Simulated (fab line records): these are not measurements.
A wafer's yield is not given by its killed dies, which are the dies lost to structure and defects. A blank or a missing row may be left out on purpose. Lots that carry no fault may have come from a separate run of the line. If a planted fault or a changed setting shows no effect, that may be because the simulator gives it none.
fab line records ; flow sky130
record: lots: 24; wafers: 72; last_day: 50
route steps=708 shown CONTACT@411 VIA1@478 VIA2@519 METAL3@533
lots with no fault: from the same line, run without faults
start_h: hours from the record's opening day to when the first of the lot's shown wafers began ; wait_h: how many hours have passed since the lot's step before this one ; " same as the row above ; L1.1+2: a single row standing in for several wafers ; - no value, or no start was given ; * or withheld: withheld ; < > ~ a bound
route shown NAME@n: a module of which the file shows steps, and the number in the route of the first ; usual: the fault-free wafers' mean and standard deviation ; same: alike in all rows ; chamber/n: place in a boat ; sites: the reading at each site ; _std_site: their standard deviation ; _edge_site: the outer-site mean with the inner-site mean subtracted ; radius_mm: how far each site lies from the wafer's centre ; mask NAME#n: copy n ; behind: the last tool/chamber to shape the wafer ; hold: the reason the lot was held/the length of the hold in hours/how it ended ; device: whichever transistor did not switch (one of n, p or np) ; end of line: tests run on the same wafers once the route is complete ; a step with no rows: only its recipe ; killed: dies lost to structure and defects at the first sort, not the wafer's yield ; map: a wafer's dies, x killed, . not, _ none there
set.NAME: the setting that was run; set.NAME@STEP: the one run at that earlier step ; model.NAME: the simulator's own value behind a step, which no gauge read
a sample of lots followed through the steps of the route, with each step as a table and each wafer as a row
services: from which hour (start_h, from the record's first day; less than 0 if before it) a tool's chamber was out of use, for how many hours, and why
== steps ==
step: SKY_CONTACT_BOW_MEAS_05
recipe: mode: bow
usual: CONTACT_BOW: 81/7.2
lot.wafer;tool;chamber;start_h;wait_h;CONTACT_BOW[um]
L074.1;film_metro-02;-;705.21;0.1;82
L074.4;film_metro-02;-;705.21;0.1;91
L074.6;film_metro-02;-;705.21;0.1;74
L075.2;film_metro-01;-;712.44;0.2;82
L075.5;film_metro-01;-;712.44;0.2;72
L075.6;film_metro-01;-;712.44;0.2;90
L076.2;film_metro-03;-;713.03;0.1;79
L076.4;film_metro-03;-;713.03;0.1;77
L076.5;film_metro-03;-;713.03;0.1;78
L077.2;film_metro-01;-;727.76;0.2;86
L077.4;film_metro-01;-;727.76;0.2;78
L077.6;film_metro-01;-;727.76;0.2;70
L080.1;film_metro-01;-;763.99;0.2;74
L080.5;film_metro-01;-;763.99;0.2;81
L080.6;film_metro-01;-;763.99;0.2;90
L079.3;film_metro-02;-;766.48;0.2;87
L079.4;film_metro-02;-;766.48;0.2;75
L079.5;film_metro-02;-;766.48;0.2;79
L078.1;film_metro-01;-;767.84;0.1;72
L078.5;film_metro-01;-;767.84;0.1;65
L078.6;film_metro-01;-;767.84;0.1;70
L081.2;film_metro-01;-;772.99;0.2;75
L081.3;film_metro-01;-;772.99;0.2;73
L081.5;film_metro-01;-;772.99;0.2;85
L083.1;film_metro-01;-;778.16;0.2;74
L083.5;film_metro-01;-;778.16;0.2;69
L083.6;film_metro-01;-;778.16;0.2;75
L082.1;film_metro-01;-;779.31;0.1;100
L082.2;film_metro-01;-;779.31;0.1;88
L082.5;film_metro-01;-;779.31;0.1;83
L084.1;film_metro-01;-;782.49;0.1;72
L084.2;film_metro-01;-;782.49;0.1;73
L084.5;film_metro-01;-;782.49;0.1;72
L085.1;film_metro-03;-;798.22;0.2;76
L085.3;film_metro-03;-;798.22;0.2;81
L085.5;film_metro-03;-;798.22;0.2;85
L086.3;film_metro-03;-;805.13;0.2;89
L086.4;film_metro-03;-;805.13;0.2;81
L086.5;film_metro-03;-;805.13;0.2;78
L087.1;film_metro-03;-;812.79;0.1;98
L087.4;film_metro-03;-;812.79;0.1;91
L087.6;film_metro-03;-;812.79;0.1;89
L088.1;film_metro-01;-;815.67;0.2;82
L088.2;film_metro-01;-;815.67;0.2;80
L088.3;film_metro-01;-;815.67;0.2;76
L089.2;film_metro-01;-;822.81;0.3;86
L089.5;film_metro-01;-;822.81;0.3;83
L089.6;film_metro-01;-;822.81;0.3;94
L090.2;film_metro-03;-;830.62;0.2;87
L090.3;film_metro-03;-;830.62;0.2;83
L090.5;film_metro-03;-;830.62;0.2;84
L091.1;film_metro-02;-;838.94;0.2;76
L091.3;film_metro-02;-;838.94;0.2;85
L091.5;film_metro-02;-;838.94;0.2;84
L092.4;film_metro-03;-;849.03;0.2;76
L092.5;film_metro-03;-;849.03;0.2;73
L092.6;film_metro-03;-;849.03;0.2;85
L094.1;film_metro-03;-;862.37;0.2;84
L094.2;film_metro-03;-;862.37;0.2;75
L094.6;film_metro-03;-;862.37;0.2;88
L093.3;film_metro-01;-;862.44;0.2;80
L093.5;film_metro-01;-;862.44;0.2;86
L093.6;film_metro-01;-;862.44;0.2;78
L095.2;film_metro-01;-;882.05;0.2;76
L095.4;film_metro-01;-;882.05;0.2;77
L095.5;film_metro-01;-;882.05;0.2;83
L096.1;film_metro-01;-;883.18;0.1;82
L096.2;film_metro-01;-;883.18;0.1;74
L096.5;film_metro-01;-;883.18;0.1;84
L097.3;film_metro-03;-;884.17;0.2;82
L097.5;film_metro-03;-;884.17;0.2;93
L097.6;film_metro-03;-;884.17;0.2;84
step: SKY_CONTACT_ETCH_16
recipe: chemistry: N2/H2; target: BARC; ion_energy_ev: 200; source_w: 500; bias_w: 100; pressure_mtorr: 30; n2_flow_sccm: 100; h2_flow_sccm: 200; stop_on: SiO2; time_s: 45.9; target_depth_a: 600
usual: drypump_motor_current_A: 5.6/0.43; oes_product_au: 0.855/0.0046; throttle_valve_pct: 13.224/0.0097
lot.wafer;tool;chamber;start_h;wait_h;drypump_motor_current_A;oes_product_au;rf_hours_counter_h;throttle_valve_pct
L074.1;rie_diel-04;0;733.21;0.0;5.6;0.855;4;13.223
L074.4;rie_diel-04;3;733.21;0.0;5.2;0.861;4;13.225
L074.6;rie_diel-04;1;733.21;0.0;5.2;0.846;-;13.223
L075.2;rie_diel-01;0;740.60;0.0;5.6;0.860;10;13.218
L075.5;rie_diel-01;1;740.60;0.0;4.9;0.856;-;13.218
L075.6;rie_diel-01;2;740.60;0.0;5.6;0.860;-;13.233
L076.2;rie_diel-04;3;741.08;0.0;5.2;0.862;4;13.211
L076.4;rie_diel-04;1;741.08;0.0;5.2;0.859;12;13.230
L076.5;rie_diel-04;0;741.08;0.0;5.6;0.858;-;13.233
L077.2;rie_diel-03;3;755.75;0.0;5.9;0.852;5;13.215
L077.4;rie_diel-03;1;755.75;0.0;6.6;0.850;2;13.233
L077.6;rie_diel-03;2;755.75;0.0;5.9;0.856;-;13.224
L080.1;rie_diel-01;2;789.76;0.0;5.6;0.865;15;13.233
L080.5;rie_diel-01;3;789.76;0.0;5.5;0.851;-;13.237
L080.6;rie_diel-01;2;789.76;0.0;5.6;0.861;-;13.218
L079.3;rie_diel-04;2;793.11;0.0;6.1;0.864;1;13.218
L079.4;rie_diel-04;1;793.11;0.0;5.2;0.860;14;13.232
L079.5;rie_diel-04;1;793.11;0.0;5.2;0.855;-;13.229
L078.1;rie_diel-04;3;793.81;0.0;5.2;0.857;6;13.222
L078.5;rie_diel-04;3;793.81;0.0;5.2;0.852;-;13.219
L078.6;rie_diel-04;2;793.81;0.0;6.1;0.865;-;13.227
L081.2;rie_diel-01;0;799.06;0.0;5.6;0.863;12;13.216
L081.3;rie_diel-01;1;799.06;0.0;4.9;0.853;16;13.233
L081.5;rie_diel-01;3;799.06;0.0;5.5;0.858;-;13.231
L083.1;rie_diel-01;0;805.00;0.0;5.6;0.858;12;13.222
L083.5;rie_diel-01;0;805.00;0.0;5.6;0.854;-;13.230
L083.6;rie_diel-01;3;805.00;0.0;5.5;0.854;-;13.231
L082.1;rie_diel-04;0;805.65;0.0;5.6;0.852;7;13.215
L082.2;rie_diel-04;2;805.65;0.0;6.1;0.851;1;13.239
L082.5;rie_diel-04;1;805.65;0.0;5.1;0.860;-;13.219
L084.1;rie_diel-01;3;808.95;0.0;5.5;0.855;10;13.239
L084.2;rie_diel-01;2;808.95;0.0;5.7;0.851;15;13.217
L084.5;rie_diel-01;0;808.95;0.0;5.6;0.858;-;13.217
L085.1;rie_diel-04;0;824.81;0.0;5.6;0.861;7;13.237
L085.3;rie_diel-04;2;824.81;0.0;6.0;0.853;2;13.248
L085.5;rie_diel-04;0;824.81;0.0;5.6;0.863;-;13.208
L086.3;rie_diel-03;0;831.58;0.0;6.2;0.867;13;13.218
L086.4;rie_diel-03;3;831.58;0.0;5.9;0.854;7;13.223
L086.5;rie_diel-03;3;831.58;0.0;6.0;0.854;-;13.232
L087.1;rie_diel-03;0;838.76;0.0;6.2;0.857;14;13.237
L087.4;rie_diel-03;1;838.76;0.0;6.6;0.849;4;13.217
L087.6;rie_diel-03;1;838.76;0.0;6.6;0.856;-;13.212
L088.1;rie_diel-01;1;842.68;0.0;4.9;0.855;18;13.221
L088.2;rie_diel-01;2;842.68;0.0;5.6;0.851;16;13.234
L088.3;rie_diel-01;0;842.68;0.0;5.6;0.851;13;13.222
L089.2;rie_diel-04;1;849.91;0.0;5.1;0.845;16;13.216
L089.5;rie_diel-04;2;849.91;0.0;6.1;0.854;-;13.239
L089.6;rie_diel-04;1;849.91;0.0;5.2;0.853;-;13.225
L090.2;rie_diel-03;1;857.31;0.0;6.6;0.860;5;13.221
L090.3;rie_diel-03;2;857.31;0.0;5.9;0.855;2;13.210
L090.5;rie_diel-03;1;857.31;0.0;6.6;0.855;-;13.224
L091.1;rie_diel-04;3;865.26;0.0;5.2;0.854;7;13.236
L091.3;rie_diel-04;0;865.26;0.0;5.5;0.853;9;13.210
L091.5;rie_diel-04;3;865.26;0.0;5.2;0.851;-;13.224
L092.4;rie_diel-04;0;874.98;0.0;5.5;0.860;-;13.219
L092.5;rie_diel-04;3;874.98;0.0;5.2;0.854;-;13.227
L092.6;rie_diel-04;1;874.98;0.0;5.2;0.847;-;13.212
L094.1;rie_diel-01;3;888.48;0.0;5.5;0.854;12;13.234
L094.2;rie_diel-01;0;888.48;0.0;5.6;0.852;15;13.220
L094.6;rie_diel-01;3;888.48;0.0;5.5;0.850;-;13.243
L093.3;rie_diel-03;1;888.81;0.0;6.6;0.860;6;13.236
L093.5;rie_diel-03;1;888.81;0.0;6.6;0.852;-;13.222
L093.6;rie_diel-03;0;888.81;0.0;6.3;0.853;-;13.249
L095.2;rie_diel-01;3;907.46;0.0;5.6;0.854;13;13.221
L095.4;rie_diel-01;2;907.46;0.0;5.6;0.857;-;13.221
L095.5;rie_diel-01;1;907.46;0.0;4.9;0.854;-;13.231
L096.1;rie_diel-04;0;908.65;0.0;5.6;0.864;11;13.237
L096.2;rie_diel-04;1;908.65;0.0;5.1;0.862;19;13.215
L096.5;rie_diel-04;0;908.65;0.0;5.6;0.863;-;13.225
L097.3;rie_diel-01;3;909.00;0.0;5.5;0.859;13;13.210
L097.5;rie_diel-01;1;909.00;0.0;4.9;0.851;-;13.234
L097.6;rie_diel-01;3;909.00;0.0;5.5;0.853;-;13.224
step: SKY_VIA1_SPUTTER_20
recipe: material: TiN; target_thk_nm: 20; chamber_pressure_pa: 5; power_w: 4000; time_s: 80
usual: throttle_valve_pct: 29.8/0.74
lot.wafer;tool;chamber;start_h;wait_h;throttle_valve_pct
L074.1;pvd_sputter-02;-;790.36;0.0;30.5
L074.4;pvd_sputter-02;-;790.36;0.0;30.6
L074.6;pvd_sputter-02;-;790.36;0.0;30.2
L075.2;pvd_sputter-02;-;798.41;0.0;29.4
L075.5;pvd_sputter-02;-;798.41;0.0;29.3
L075.6;pvd_sputter-02;-;798.41;0.0;30.3
L076.2;pvd_sputter-04;-;798.76;0.0;30.4
L076.4;pvd_sputter-04;-;798.76;0.0;29.4
L076.5;pvd_sputter-04;-;798.76;0.0;30.1
L077.2;pvd_sputter-03;-;812.82;0.0;28.0
L077.4;pvd_sputter-03;-;812.82;0.0;29.0
L077.6;pvd_sputter-03;-;812.82;0.0;30.9
L080.1;pvd_sputter-02;-;845.89;0.0;29.3
L080.5;pvd_sputter-02;-;845.89;0.0;29.4
L080.6;pvd_sputter-02;-;845.89;0.0;30.5
L079.3;pvd_sputter-02;-;849.65;0.0;30.2
L079.4;pvd_sputter-02;-;849.65;0.0;30.1
L079.5;pvd_sputter-02;-;849.65;0.0;29.5
L078.1;pvd_sputter-02;-;851.27;0.0;29.4
L078.5;pvd_sputter-02;-;851.27;0.0;30.4
L078.6;pvd_sputter-02;-;851.27;0.0;29.5
L081.2;pvd_sputter-02;-;856.21;0.0;29.0
L081.3;pvd_sputter-02;-;856.21;0.0;30.4
L081.5;pvd_sputter-02;-;856.21;0.0;29.4
L083.1;pvd_sputter-02;-;862.43;0.0;30.2
L083.5;pvd_sputter-02;-;862.43;0.0;29.5
L083.6;pvd_sputter-02;-;862.43;0.0;30.4
L082.1;pvd_sputter-03;-;862.77;0.0;30.9
L082.2;pvd_sputter-03;-;862.77;0.0;28.8
L082.5;pvd_sputter-03;-;862.77;0.0;29.1
L084.1;pvd_sputter-02;-;866.16;0.0;29.6
L084.2;pvd_sputter-02;-;866.16;0.0;30.4
L084.5;pvd_sputter-02;-;866.16;0.0;30.2
L085.1;pvd_sputter-04;-;880.33;0.0;29.4
L085.3;pvd_sputter-04;-;880.33;0.0;30.2
L085.5;pvd_sputter-04;-;880.33;0.0;30.3
L086.3;pvd_sputter-03;-;887.78;0.0;28.5
L086.4;pvd_sputter-03;-;887.78;0.0;30.9
L086.5;pvd_sputter-03;-;887.78;0.0;28.4
L087.1;pvd_sputter-04;-;894.33;0.0;30.0
L087.4;pvd_sputter-04;-;894.33;0.0;30.9
L087.6;pvd_sputter-04;-;894.33;0.0;30.9
L088.1;pvd_sputter-04;-;897.46;0.0;31.0
L088.2;pvd_sputter-04;-;897.46;0.0;29.5
L088.3;pvd_sputter-04;-;897.46;0.0;30.2
L089.2;pvd_sputter-04;-;905.48;0.0;30.2
L089.5;pvd_sputter-04;-;905.48;0.0;30.8
L089.6;pvd_sputter-04;-;905.48;0.0;29.5
L090.2;pvd_sputter-02;-;912.57;0.0;30.5
L090.3;pvd_sputter-02;-;912.57;0.0;29.5
L090.5;pvd_sputter-02;-;912.57;0.0;29.3
L091.1;pvd_sputter-04;-;919.23;0.0;30.2
L091.3;pvd_sputter-04;-;919.23;0.0;29.2
L091.5;pvd_sputter-04;-;919.23;0.0;29.2
L092.4;pvd_sputter-02;-;928.57;0.0;29.4
L092.5;pvd_sputter-02;-;928.57;0.0;29.2
L092.6;pvd_sputter-02;-;928.57;0.0;30.4
L094.1;pvd_sputter-03;-;941.69;0.0;28.3
L094.2;pvd_sputter-03;-;941.69;0.0;28.1
L094.6;pvd_sputter-03;-;941.69;0.0;31.0
L093.3;pvd_sputter-04;-;942.61;0.0;31.1
L093.5;pvd_sputter-04;-;942.61;0.0;30.1
L093.6;pvd_sputter-04;-;942.61;0.0;29.3
L095.2;pvd_sputter-02;-;959.67;0.0;30.3
L095.4;pvd_sputter-02;-;959.67;0.0;30.7
L095.5;pvd_sputter-02;-;959.67;0.0;29.5
L096.1;pvd_sputter-04;-;961.34;0.0;30.1
L096.2;pvd_sputter-04;-;961.34;0.0;31.2
L096.5;pvd_sputter-04;-;961.34;0.0;29.2
L097.3;pvd_sputter-02;-;961.57;0.0;30.4
L097.5;pvd_sputter-02;-;961.57;0.0;29.6
L097.6;pvd_sputter-02;-;961.57;0.0;30.4
step: SKY_VIA1_RS_MEAS_22
recipe: thk_meas_gauge: four-point-probe; reads: W_of_VIA1_CVD_21+TiN_of_VIA1_SPUTTER_20
usual: VIA1_W_RS: 0.426/0.0047
lot.wafer;tool;chamber;start_h;wait_h;VIA1_W_RS[ohm/sq]
L074.1;film_metro-04;-;790.52;0.1;0.428
L074.4;film_metro-04;-;790.52;0.1;0.428
L074.6;film_metro-04;-;790.52;0.1;0.432
L075.2;film_metro-04;-;798.59;0.1;0.417
L075.5;film_metro-04;-;798.59;0.1;0.428
L075.6;film_metro-04;-;798.59;0.1;0.417
L076.2;film_metro-03;-;798.94;0.1;0.432
L076.4;film_metro-03;-;798.94;0.1;0.431
L076.5;film_metro-03;-;798.94;0.1;0.429
L077.2;film_metro-04;-;812.99;0.1;0.420
L077.4;film_metro-04;-;812.99;0.1;0.430
L077.6;film_metro-04;-;812.99;0.1;0.419
L080.1;film_metro-01;-;846.04;0.1;0.423
L080.5;film_metro-01;-;846.04;0.1;0.426
L080.6;film_metro-01;-;846.04;0.1;0.430
L079.3;film_metro-03;-;849.94;0.2;0.421
L079.4;film_metro-03;-;849.94;0.2;0.425
L079.5;film_metro-03;-;849.94;0.2;0.414
L078.1;film_metro-01;-;851.43;0.1;0.426
L078.5;film_metro-01;-;851.43;0.1;0.423
L078.6;film_metro-01;-;851.43;0.1;0.432
L081.2;film_metro-01;-;856.39;0.1;0.427
L081.3;film_metro-01;-;856.39;0.1;0.429
L081.5;film_metro-01;-;856.39;0.1;0.429
L083.1;film_metro-04;-;862.60;0.1;0.432
L083.5;film_metro-04;-;862.60;0.1;0.424
L083.6;film_metro-04;-;862.60;0.1;0.431
L082.1;film_metro-03;-;862.93;0.1;0.435
L082.2;film_metro-03;-;862.93;0.1;0.421
L082.5;film_metro-03;-;862.93;0.1;0.426
L084.1;film_metro-03;-;866.32;0.1;0.421
L084.2;film_metro-03;-;866.32;0.1;0.425
L084.5;film_metro-03;-;866.32;0.1;0.418
L085.1;film_metro-03;-;880.49;0.1;0.426
L085.3;film_metro-03;-;880.49;0.1;0.428
L085.5;film_metro-03;-;880.49;0.1;0.428
L086.3;film_metro-03;-;887.98;0.1;0.429
L086.4;film_metro-03;-;887.98;0.1;0.424
L086.5;film_metro-03;-;887.98;0.1;0.428
L087.1;film_metro-04;-;894.49;0.1;0.428
L087.4;film_metro-04;-;894.49;0.1;0.423
L087.6;film_metro-04;-;894.49;0.1;0.432
L088.1;film_metro-04;-;897.62;0.1;0.431
L088.2;film_metro-04;-;897.62;0.1;0.430
L088.3;film_metro-04;-;897.62;0.1;0.429
L089.2;film_metro-04;-;905.65;0.1;0.433
L089.5;film_metro-04;-;905.65;0.1;0.432
L089.6;film_metro-04;-;905.65;0.1;0.422
L090.2;film_metro-01;-;912.74;0.1;0.419
L090.3;film_metro-01;-;912.74;0.1;0.424
L090.5;film_metro-01;-;912.74;0.1;0.427
L091.1;film_metro-01;-;919.38;0.1;0.428
L091.3;film_metro-01;-;919.38;0.1;0.423
L091.5;film_metro-01;-;919.38;0.1;0.425
L092.4;film_metro-04;-;928.76;0.1;0.432
L092.5;film_metro-04;-;928.76;0.1;0.428
L092.6;film_metro-04;-;928.76;0.1;0.419
L094.1;film_metro-03;-;941.84;0.1;0.421
L094.2;film_metro-03;-;941.84;0.1;0.428
L094.6;film_metro-03;-;941.84;0.1;0.419
L093.3;film_metro-01;-;942.81;0.1;0.432
L093.5;film_metro-01;-;942.81;0.1;0.422
L093.6;film_metro-01;-;942.81;0.1;0.435
L095.2;film_metro-01;-;959.85;0.1;0.430
L095.4;film_metro-01;-;959.85;0.1;0.427
L095.5;film_metro-01;-;959.85;0.1;0.421
L096.1;film_metro-03;-;961.49;0.1;0.423
L096.2;film_metro-03;-;961.49;0.1;0.431
L096.5;film_metro-03;-;961.49;0.1;0.428
L097.3;film_metro-01;-;961.77;0.1;0.437
L097.5;film_metro-01;-;961.77;0.1;0.418
L097.6;film_metro-01;-;961.77;0.1;0.424
step: SKY_VIA2_CD_MEAS_12
recipe: target_cd_nm: 200
usual: cd_nm: 200.2/1.5
lot.wafer;tool;chamber;start_h;wait_h;cd_nm
L074.1;cd_sem-01;-;844.33;-;198.5
L074.4;cd_sem-01;-;844.33;-;198.9
L074.6;cd_sem-01;-;844.33;-;201.0
L075.2;cd_sem-02;-;852.93;-;200.3
L075.5;cd_sem-02;-;852.93;-;200.4
L075.6;cd_sem-02;-;852.93;-;200.4
L076.2;cd_sem-02;-;854.18;-;201.9
L076.4;cd_sem-02;-;854.18;-;201.9
L076.5;cd_sem-02;-;854.18;-;200.9
L077.2;cd_sem-01;-;867.83;-;200.9
L077.4;cd_sem-01;-;867.83;-;201.0
L077.6;cd_sem-01;-;867.83;-;201.5
L080.1;cd_sem-01;-;899.60;-;197.2
L080.5;cd_sem-01;-;899.60;-;198.3
L080.6;cd_sem-01;-;899.60;-;198.9
L079.3;cd_sem-02;-;904.12;-;201.8
L079.4;cd_sem-02;-;904.12;-;200.7
L079.5;cd_sem-02;-;904.12;-;202.0
L078.1;cd_sem-02;-;904.90;-;202.0
L078.5;cd_sem-02;-;904.90;-;202.4
L078.6;cd_sem-02;-;904.90;-;201.6
L081.2;cd_sem-01;-;910.37;-;201.3
L081.3;cd_sem-01;-;910.37;-;201.0
L081.5;cd_sem-01;-;910.37;-;200.4
L083.1;cd_sem-01;-;915.01;-;198.6
L083.5;cd_sem-01;-;915.01;-;197.7
L083.6;cd_sem-01;-;915.01;-;198.4
L082.1;cd_sem-02;-;916.28;-;200.1
L082.2;cd_sem-02;-;916.28;-;199.6
L082.5;cd_sem-02;-;916.28;-;200.5
L084.1;cd_sem-02;-;919.08;-;199.3
L084.2;cd_sem-02;-;919.08;-;200.0
L084.5;cd_sem-02;-;919.08;-;199.4
L085.1;cd_sem-01;-;932.56;-;200.7
L085.3;cd_sem-01;-;932.56;-;200.6
L085.5;cd_sem-01;-;932.56;-;201.0
L086.3;cd_sem-01;-;939.67;-;199.2
L086.4;cd_sem-01;-;939.67;-;199.5
L086.5;cd_sem-01;-;939.67;-;199.4
L087.1;cd_sem-01;-;946.05;-;201.3
L087.4;cd_sem-01;-;946.05;-;201.8
L087.6;cd_sem-01;-;946.05;-;201.7
L088.1;cd_sem-01;-;949.18;-;201.3
L088.2;cd_sem-01;-;949.18;-;200.9
L088.3;cd_sem-01;-;949.18;-;201.3
L089.2;cd_sem-01;-;956.48;-;199.8
L089.5;cd_sem-01;-;956.48;-;200.0
L089.6;cd_sem-01;-;956.48;-;199.4
L090.2;cd_sem-02;-;963.65;-;200.0
L090.3;cd_sem-02;-;963.65;-;200.0
L090.5;cd_sem-02;-;963.65;-;198.8
L091.1;cd_sem-02;-;969.91;-;203.9
L091.3;cd_sem-02;-;969.91;-;203.3
L091.5;cd_sem-02;-;969.91;-;203.6
L092.4;cd_sem-01;-;978.09;-;198.4
L092.5;cd_sem-01;-;978.09;-;197.6
L092.6;cd_sem-01;-;978.09;-;199.0
L094.1;cd_sem-01;-;991.18;-;199.4
L094.2;cd_sem-01;-;991.18;-;199.5
L094.6;cd_sem-01;-;991.18;-;199.2
L093.3;cd_sem-02;-;992.14;-;198.4
L093.5;cd_sem-02;-;992.14;-;199.1
L093.6;cd_sem-02;-;992.14;-;198.0
L095.2;cd_sem-01;-;1008.72;-;198.8
L095.4;cd_sem-01;-;1008.72;-;199.2
L095.5;cd_sem-01;-;1008.72;-;200.3
L096.1;cd_sem-01;-;1009.78;-;198.6
L096.2;cd_sem-01;-;1009.78;-;198.9
L096.5;cd_sem-01;-;1009.78;-;198.3
L097.3;cd_sem-02;-;1010.40;-;200.7
L097.5;cd_sem-02;-;1010.40;-;201.7
L097.6;cd_sem-02;-;1010.40;-;201.6
step: SKY_METAL3_SPUTTER_01
recipe: material: TiN; target_thk_nm: 20; power_w: 6500; time_s: 16.7; chamber_pressure_pa: 0.4
usual: throttle_valve_pct: 29.4/0.95
lot.wafer;tool;chamber;start_h;wait_h;throttle_valve_pct
L074.1;pvd_sputter-03;-;845.91;0.0;27.9
L074.4;pvd_sputter-03;-;845.91;0.0;28.4
L074.6;pvd_sputter-03;-;845.91;0.0;29.1
L075.2;pvd_sputter-01;-;854.46;0.0;30.1
L075.5;pvd_sputter-01;-;854.46;0.0;30.0
L075.6;pvd_sputter-01;-;854.46;0.0;30.3
L076.2;pvd_sputter-02;-;855.71;0.0;29.3
L076.4;pvd_sputter-02;-;855.71;0.0;29.2
L076.5;pvd_sputter-02;-;855.71;0.0;30.3
L077.2;pvd_sputter-02;-;869.36;0.0;30.4
L077.4;pvd_sputter-02;-;869.36;0.0;29.3
L077.6;pvd_sputter-02;-;869.36;0.0;30.4
L080.1;pvd_sputter-03;-;901.15;0.0;30.8
L080.5;pvd_sputter-03;-;901.15;0.0;30.9
L080.6;pvd_sputter-03;-;901.15;0.0;27.8
L079.3;pvd_sputter-03;-;905.62;0.0;28.4
L079.4;pvd_sputter-03;-;905.62;0.0;30.8
L079.5;pvd_sputter-03;-;905.62;0.0;28.0
L078.1;pvd_sputter-03;-;906.45;0.0;28.7
L078.5;pvd_sputter-03;-;906.45;0.0;30.7
L078.6;pvd_sputter-03;-;906.45;0.0;28.0
L081.2;pvd_sputter-02;-;911.91;0.0;30.0
L081.3;pvd_sputter-02;-;911.91;0.0;29.4
L081.5;pvd_sputter-02;-;911.91;0.0;30.2
L083.1;pvd_sputter-02;-;916.58;0.0;30.6
L083.5;pvd_sputter-02;-;916.58;0.0;30.1
L083.6;pvd_sputter-02;-;916.58;0.0;29.3
L082.1;pvd_sputter-02;-;918.77;0.0;29.6
L082.2;pvd_sputter-02;-;918.77;0.0;30.5
L082.5;pvd_sputter-02;-;918.77;0.0;29.1
L084.1;pvd_sputter-03;-;920.63;0.0;28.9
L084.2;pvd_sputter-03;-;920.63;0.0;28.1
L084.5;pvd_sputter-03;-;920.63;0.0;29.1
L085.1;pvd_sputter-03;-;934.24;0.0;30.7
L085.3;pvd_sputter-03;-;934.24;0.0;28.4
L085.5;pvd_sputter-03;-;934.24;0.0;28.6
L086.3;pvd_sputter-02;-;941.52;0.0;30.7
L086.4;pvd_sputter-02;-;941.52;0.0;29.4
L086.5;pvd_sputter-02;-;941.52;0.0;29.2
L087.1;pvd_sputter-03;-;947.69;0.0;29.3
L087.4;pvd_sputter-03;-;947.69;0.0;28.2
L087.6;pvd_sputter-03;-;947.69;0.0;27.9
L088.1;pvd_sputter-02;-;950.72;0.0;30.4
L088.2;pvd_sputter-02;-;950.72;0.0;30.6
L088.3;pvd_sputter-02;-;950.72;0.0;29.4
L089.2;pvd_sputter-03;-;958.00;0.0;30.8
L089.5;pvd_sputter-03;-;958.00;0.0;30.4
L089.6;pvd_sputter-03;-;958.00;0.0;28.1
L090.2;pvd_sputter-01;-;965.18;0.0;29.9
L090.3;pvd_sputter-01;-;965.18;0.0;30.0
L090.5;pvd_sputter-01;-;965.18;0.0;29.8
L091.1;pvd_sputter-01;-;971.45;0.0;29.4
L091.3;pvd_sputter-01;-;971.45;0.0;30.2
L091.5;pvd_sputter-01;-;971.45;0.0;27.9
L092.4;pvd_sputter-01;-;979.57;0.0;30.1
L092.5;pvd_sputter-01;-;979.57;0.0;27.7
L092.6;pvd_sputter-01;-;979.57;0.0;30.0
L094.1;pvd_sputter-01;-;992.76;0.0;27.7
L094.2;pvd_sputter-01;-;992.76;0.0;29.8
L094.6;pvd_sputter-01;-;992.76;0.0;29.8
L093.3;pvd_sputter-02;-;993.65;0.0;30.6
L093.5;pvd_sputter-02;-;993.65;0.0;29.4
L093.6;pvd_sputter-02;-;993.65;0.0;30.3
L095.2;pvd_sputter-03;-;1010.29;0.0;28.1
L095.4;pvd_sputter-03;-;1010.29;0.0;29.0
L095.5;pvd_sputter-03;-;1010.29;0.0;28.8
L096.1;pvd_sputter-01;-;1011.34;0.0;30.2
L096.2;pvd_sputter-01;-;1011.34;0.0;29.8
L096.5;pvd_sputter-01;-;1011.34;0.0;29.6
L097.3;pvd_sputter-03;-;1011.90;0.0;30.6
L097.5;pvd_sputter-03;-;1011.90;0.0;30.7
L097.6;pvd_sputter-03;-;1011.90;0.0;28.0
== services ==
tool;chamber;start_h;hours;kind
pvd_sputter-04;-;717.32;5.2;repair
pvd_sputter-02;-;775.32;1.7;repair
pvd_sputter-01;-;784.47;0.7;repair
pvd_sputter-03;-;788.87;10.8;repair
rie_diel-04;3;797.73;35.4;repair
pvd_sputter-01;-;857.15;2.5;repair
pvd_sputter-04;-;858.45;7.5;repair
pvd_sputter-01;-;868.29;0.9;repair
rie_diel-01;3;868.54;1.3;repair
rie_diel-04;2;873.18;4.5;repair
rie_diel-04;2;885.43;29.3;repair
rie_diel-04;-;889.46;0.2;repair
pvd_sputter-03;-;891.56;6.3;repair
rie_diel-01;-;901.37;0.5;repair
rie_diel-01;0;901.42;11.7;repair
pvd_sputter-04;-;911.62;2.0;repair
pvd_sputter-02;0;926.24;-;consumable_replace:kit
pvd_sputter-02;-;938.69;2.4;repair
rie_diel-01;0;945.56;3.9;repair
pvd_sputter-01;-;945.79;17.2;repair
pvd_sputter-02;-;946.04;2.1;repair
pvd_sputter-03;-;965.62;10.3;repair
rie_diel-04;-;973.22;15.6;pm
pvd_sputter-03;-;974.49;2.7;repair
== key ==
fault none
